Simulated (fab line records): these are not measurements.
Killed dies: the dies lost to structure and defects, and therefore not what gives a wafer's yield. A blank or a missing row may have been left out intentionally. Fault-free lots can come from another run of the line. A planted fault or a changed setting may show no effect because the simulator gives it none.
Matching of chambers | flow gf180mcu | GF_V1_CMP_26 on cmp-02 has 4 sister chambers
The step polishes, stops on SiO2, t overpolish 15 s, target thk 0 nm. 16 wafers are shown with their chamber, then 8 later ones without.

WAFERS, EACH WITH ITS CHAMBER
wafer  | chamber | motor-current-A (A) | time-to-endpoint-s (s) | overpolish-run-s (s)
L613.1 | 3       | 10.2                | 76                     | 15.018
L613.2 | 1       | 11.3                | 82                     | 15.005
L613.5 | 3       | 9.9                 | 75                     | 15.001
L614.1 | 3       | 9.5                 | 77                     | 15.004
L614.3 | 0       | 10.9                | 86                     | 15.000
L614.6 | 0       | 10.8                | 89                     | 14.989
L615.1 | 3       | 10.5                | 74                     | 14.999
L615.5 | 0       | 10.7                | 87                     | 15.010
L615.6 | 1       | 11.6                | 79                     | 15.002
L616.3 | 2       | 12.3                | 80                     | 14.983
L616.4 | 1       | 11.8                | 83                     | 15.001
L616.6 | 1       | 11.1                | 85                     | 15.012
L619.3 | 1       | 11.3                | 85                     | 15.017
L619.4 | 2       | 12.1                | 84                     | 14.994
L619.5 | 0       | 10.4                | 89                     | 15.006
L622.2 | 0       | 10.6                | 85                     | 15.012

SIGNATURES (averages over the wafers above)
reading            | chamber 0 | chamber 1 | chamber 2 | chamber 3 | scatter within a chamber
motor-current-A    | 10.680    | 11.420    | 12.200    | 10.025    | 0.292
time-to-endpoint-s | 87.20     | 82.80     | 82.00     | 75.50     | 2.05
overpolish-run-s   | 15.00340  | 15.00740  | 14.98850  | 15.00550  | 0.00824
Rule: for each reading, subtract the chamber's mean from the wafer's reading, divide by that reading's scatter and square the result; add these up over the readings and take the root, which gives the wafer's distance from the chamber. The wafer belongs to the nearest chamber; if the next one is less than 2 further off, it can't be placed. How the scatter is found: for the shown wafers, subtract from each reading the mean of its chamber, square and add these, divide the total by (wafers less chambers), then take the root.

WAFERS WHOSE CHAMBER IS MISSING
wafer  | motor-current-A (A) | time-to-endpoint-s (s) | overpolish-run-s (s)
L622.4 | 10.0                | 76                     | 14.996
L622.6 | 11.3                | 78                     | 15.018
L632.1 | 10.2                | 77                     | 14.994
L632.2 | 10.8                | 87                     | 15.001
L632.6 | 11.3                | 81                     | 14.999
L634.1 | 12.3                | 86                     | 15.012
L634.2 | 9.9                 | 77                     | 14.989
L634.6 | 10.4                | 81                     | 14.978

THE CHAMBER EACH PASSED THROUGH
wafer  | from the rows above               | in truth
L622.4 | 3                                 | 3
L622.6 | 1                                 | 1
L632.1 | 3                                 | 3
L632.2 | 0                                 | 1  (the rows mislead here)
L632.6 | can't be placed: 1 or 2           | 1
L634.1 | can't be placed: 1 or 2           | 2
L634.2 | 3                                 | 3
L634.6 | can't be placed: 0 or 3 or 1 or 2 | 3
Correct placement for 4 of the 8. Not placeable from these rows: 3 (in 3, the candidates include the true chamber). Number placed wrongly: 1.
